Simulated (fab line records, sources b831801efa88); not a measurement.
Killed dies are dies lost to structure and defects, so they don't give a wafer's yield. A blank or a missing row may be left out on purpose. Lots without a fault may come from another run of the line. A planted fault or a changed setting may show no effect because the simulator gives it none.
One fault seen from 2 desks | flow sky130 | each desk has only its own numbers; what lay behind them comes last

THE METROLOGY DESK
What the gauges read, lot by lot, whatever tool the lot ran on: means of the sampled wafers that have a number. A lot is out of limits, marked OUT, if its mean lies more than 4 standard deviations from the usual mean; the brackets give that distance.
Columns: A = VIA4_OVL at SKY_VIA4_OVL_MEAS_11, usual -0.4 nm; B = VIA4_W_THK at SKY_VIA4_THK_MEAS_20, usual 526 nm
lot  | first seen here | A    | B
L351 | day 42 13:58    | 0.6  | 521
L354 | day 43 18:40    | 0.7  | 522
L358 | day 45 02:29    | 0.9  | 522
L359 | day 45 08:21    | 0.0  | 521
L360 | day 45 11:05    | -2.3 | 529
L361 | day 45 17:23    | 0.6  | 525
L362 | day 45 22:10    | -2.9 | 526
L367 | day 47 04:19    | -1.6 | 526
L368 | day 47 10:28    | -0.5 | 536
L371 | day 48 08:37    | 1.0  | 531
L373 | day 48 11:25    | 0.0  | 537
L374 | day 48 14:13    | -0.8 | 531
This desk's finding: nothing out of limits on any of the 12 lots.

THE TOOL OWNER'S DESK: plasma_asher-01
The tool's own readings at SKY_METAL5_STRIP_16 (strips in O2/N2): means of the sampled wafers that have a number, for each lot that ran on this tool. A lot is out of limits, marked OUT, if its mean lies more than 4 standard deviations from the usual mean; the brackets give that distance.
Columns: A = drypump_motor_current_A at SKY_METAL5_STRIP_16, usual 5.6 A; B = n2_flow_sccm at SKY_METAL5_STRIP_16, usual 300.0 sccm; C = oes_product_au at SKY_METAL5_STRIP_16, usual 0.710 a.u.; D = strip_time_to_endpoint_s at SKY_METAL5_STRIP_16, usual 13.03 s
lot  | first seen here | A   | B     | C                | D
L351 | day 43 14:29    | 4.9 | 299.2 | 0.711            | 13.03
L354 | day 44 19:18    | 4.9 | 301.0 | 0.716            | 12.96
L359 | day 46 06:41    | 4.9 | 300.1 | 0.710            | 12.99
L361 | day 46 15:52    | 4.9 | 299.2 | 0.711            | 13.14
L367 | day 48 01:16    | 4.9 | 298.9 | 0.724            | 12.72
L371 | day 49 04:26    | 4.9 | 299.8 | 0.730 (+4.5) OUT | 12.67
This desk's finding: out of limits on L371; first on L371, day 49 04:26 (oes_product_au at SKY_METAL5_STRIP_16). In limits: L351, L354, L359, L361, L367.

PUT TOGETHER
The tool owner's desk could have raised an alarm at day 49 04:26, on L371.
The metrology desk saw nothing out of limits.
The metrology desk has L371 on record, within its limits.
Of the lots named, all ran SKY_METAL5_STRIP_16 on plasma_asher-01.

WHAT THE SIMULATOR HAD PUT IN
Process parameter drift: plasma_asher-01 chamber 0, from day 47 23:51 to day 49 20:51, at SKY_METAL5_STRIP_16. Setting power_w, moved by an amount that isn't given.
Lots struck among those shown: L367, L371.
Hours from the fault's start to each desk's first reading out of limits: the tool owner's desk, 29.
